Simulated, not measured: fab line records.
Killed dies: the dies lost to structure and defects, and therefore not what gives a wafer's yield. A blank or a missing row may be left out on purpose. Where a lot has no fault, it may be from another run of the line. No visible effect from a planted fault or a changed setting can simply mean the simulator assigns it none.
Comparing a struck lot with a sound one / flow sky130 / 43 out of 708 route steps
Sound: wafers L194.2, L194.3, L194.5. Struck: wafers L195.1, L195.2, L195.5. The cause is named last.
Each step with rows lists, per side, the tool, then ch with its chambers, then its first start. Under that, the readings that differ: sound wafers / struck wafers / difference of the means / sigmas: that difference in standard deviations of wafers without a fault.
alike: a reading whose means differ by less than 2 such deviations, as well as words and numbers matching on both sides. not compared: withheld readings; readings where some wafer has no value; bounds like >300 that might hide an equal value; numbers whose values overlap and for which the record gives no deviation.
Wherever a step has rows on one side only, a row that says differs or no value, or a row with sigmas, the two part there. Numbers that don't overlap but have no deviation are shown without sigmas and don't part them. A reading that every wafer of one side lacks parts them only if that side has two wafers or more.

SKY_VIA1_STRIP_16: strips in O2/N2.
  sound on plasma-asher-01 ch 1, day 37 16:00; struck on plasma-asher-03 ch 0,1, day 37 22:35
  alike: drypump-motor-current-A, oes-product-au, strip-time-to-endpoint-s
  not compared: rf-hours-counter-h
then, 5 steps without rows for these wafers: SKY_VIA1_STRIP_17 (strips in post etch residue remover, time 1200 s); SKY_VIA1_CLEAN_18 (cleans in IPA, time 180 s); SKY_VIA1_CLEAN_19 (cleans in O3/DIW); SKY_VIA1_SPUTTER_20 (material TiN, target thk 20 nm, time 80 s); SKY_VIA1_CVD_21 (deposits W, target thk 270 nm, time 80.902 s).
SKY_VIA1_RS_MEAS_22: a four-point-probe measurement.
  sound: film-metro-03 at day 37 16:46; struck: film-metro-02 at day 37 23:20
  alike: VIA1_W_RS
SKY_VIA1_THK_MEAS_23: measures by xrf.
  sound: film-metro-03 at day 37 16:53; struck: film-metro-02 at day 37 23:27
  alike: VIA1_W_THK
then, 2 steps without rows for these wafers: SKY_VIA1_CMP_24 (polishes, stops on SiO2, t overpolish 15 s, target thk 0 nm); SKY_METAL2_SPUTTER_00 (material Ti, target thk 15 nm, time 10 s).
SKY_METAL2_SPUTTER_01: material TiN, target thk 20 nm, time 16.7 s.
  sound: pvd-sputter-03 at day 37 17:15; struck: pvd-sputter-01 at day 37 23:50
  alike: throttle-valve-pct
SKY_METAL2_SPUTTER_02: material AlCu, target thk 250 nm, time 13.3 s.
  sound: pvd-sputter-03 at day 37 17:17; struck: pvd-sputter-01 at day 37 23:52
  alike: throttle-valve-pct
SKY_METAL2_SPUTTER_03: material Ti, target thk 5 nm, time 3.3 s.
  sound: pvd-sputter-03 at day 37 17:18; struck: pvd-sputter-01 at day 37 23:53
  alike: throttle-valve-pct
then, 1 step without rows for these wafers: SKY_METAL2_SPUTTER_04 (material TiN, target thk 70 nm, time 59.24 s).
SKY_METAL2_RS_MEAS_05: a four-point-probe measurement.
  sound: film-metro-01 at day 37 17:23; struck: film-metro-01 at day 37 23:57
  alike: METAL2_ALCU_RS
SKY_METAL2_THK_MEAS_06: measures by xrf.
  sound: film-metro-01 at day 37 17:30; struck: film-metro-01 at day 38 00:04
  alike: METAL2_ALCU_THK
then, 8 steps without rows for these wafers: SKY_METAL2_DEHYDRATE_07 (time 60 s); SKY_METAL2_HMDS_08 (prime time 60 s); SKY_METAL2_COAT_09 (resist thk 60 nm); SKY_METAL2_COAT_10 (resist thk 450 nm); SKY_METAL2_SOFTBAKE_11 (time 90 s); SKY_METAL2_EXPOSE_12 (exposes mask MM2, target cd 140 nm); SKY_METAL2_PEB_13; SKY_METAL2_DEVELOP_14 (develop time 60 s).
SKY_METAL2_CD_MEAS_15: target cd 140 nm.
  sound: cd-sem-02 at day 38 19:30; struck: cd-sem-02 at day 39 01:38
  alike: cd-nm
SKY_METAL2_OVL_MEAS_16:
  sound: overlay-02 at day 38 19:37; struck: overlay-02 at day 39 01:46
  alike: METAL2_OVL
SKY_METAL2_DESCUM_17: chemistry O2, time 8 s.
  sound on rie-metal-01 ch 0,1, day 38 19:38; struck on rie-metal-03 ch 0,1, day 39 01:47
  alike: drypump-motor-current-A, oes-product-au
  not compared: rf-hours-counter-h
then, 1 step without rows for these wafers: SKY_METAL2_ETCH_18 (etches BARC in N2/H2, stops on SiO2, time 45.9 s, target depth 60 nm).
SKY_METAL2_METAL_ETCH_19: etches the open film in Cl2/BCl3, stops on SiO2, target depth 360 nm, time 78 s.
  sound on rie-metal-01 ch 0,1, day 38 19:44; struck on rie-metal-03 ch 0,1, day 39 01:53
  alike: drypump-motor-current-A, oes-product-au, throttle-valve-pct
  not compared: rf-hours-counter-h
then, 5 steps without rows for these wafers: SKY_METAL2_STRIP_20 (strips in O2/N2); SKY_METAL2_STRIP_21 (strips in post etch residue remover, time 1200 s); SKY_METAL2_CLEAN_22 (cleans in IPA, time 180 s); SKY_METAL2_CLEAN_23 (cleans in O3/DIW); SKY_VIA2_HDPCVD_00 (deposits SiO2, target thk 1180 nm, time 189.7 s).
SKY_VIA2_THK_MEAS_01:
  sound: film-metro-03 at day 38 20:35; struck: film-metro-01 at day 39 02:44
  alike: VIA2_HDPCVD_THK
then, 1 step without rows for these wafers: SKY_VIA2_CMP_02 (polishes SiO2).
SKY_VIA2_BOW_MEAS_03:
  sound: film-metro-03 at day 38 20:58; struck: film-metro-02 at day 39 03:23
  alike: VIA2_BOW
then, 5 steps without rows for these wafers: SKY_VIA2_DEHYDRATE_04 (time 60 s); SKY_VIA2_HMDS_05 (prime time 60 s); SKY_VIA2_COAT_06 (resist thk 60 nm); SKY_VIA2_COAT_07 (resist thk 450 nm); SKY_VIA2_SOFTBAKE_08 (time 90 s).
-- the record jumps here: 10 days lie between the struck wafers' starts before and after (it left off in module VIA2 and takes up again in module PAD_OPEN, whose first step shown is number 708 of the route) --
SKY_PAD_OPEN_PROBE_99:
  sound: prober-01 at day 48 16:37; struck: prober-01 at day 48 19:28
reading=defect-limited-yield (%); sound=81.7 82.5 85.4; struck=77.4 72.6 81.7; difference=-6.0; sigmas=-3
reading=killed_at_M0_to_M3; sound=45 48 38; struck=73 100 60; difference=+34; sigmas=+5
reading=killed-dies; sound=90 86 72; struck=111 135 90; difference=+29; sigmas=+3
reading=sort_bin_3_pad_short (%); sound=1.0 0.6 0.8; struck=3.5 4.5 3.0; difference=+2.9; sigmas=+7
reading=sort_bin_5_function (%); sound=10.6 10.2 8.9; struck=13.4 16.7 9.6; difference=+3.3; sigmas=+3
reading=sort-n-pass; sound=402 406 420; struck=381 357 402; difference=-29; sigmas=-3
reading=sort-yield-pct (%); sound=81.7 82.5 85.4; struck=77.4 72.6 81.7; difference=-6.0; sigmas=-3
reading=model.etest.tester.sort_bin_3_pct (%); sound=1.016 0.6098 0.813; struck=3.455 4.472 3.049; difference=+2.846; sigmas=
  alike: killed_at_M4_up, killed-at-contacts, killed-at-front-end, killed-at-other, killed-open, killed-short, sort_bin_6_memory
  not compared: model.etest.tester.sort-n-pass, model.etest.tester.sort-yield-pct, model.etest.tester.sort_bin_5_pct

== WHERE THEY PART ==
Only at SKY_PAD_OPEN_PROBE_99, within this record.

WHY: what the simulator had put in
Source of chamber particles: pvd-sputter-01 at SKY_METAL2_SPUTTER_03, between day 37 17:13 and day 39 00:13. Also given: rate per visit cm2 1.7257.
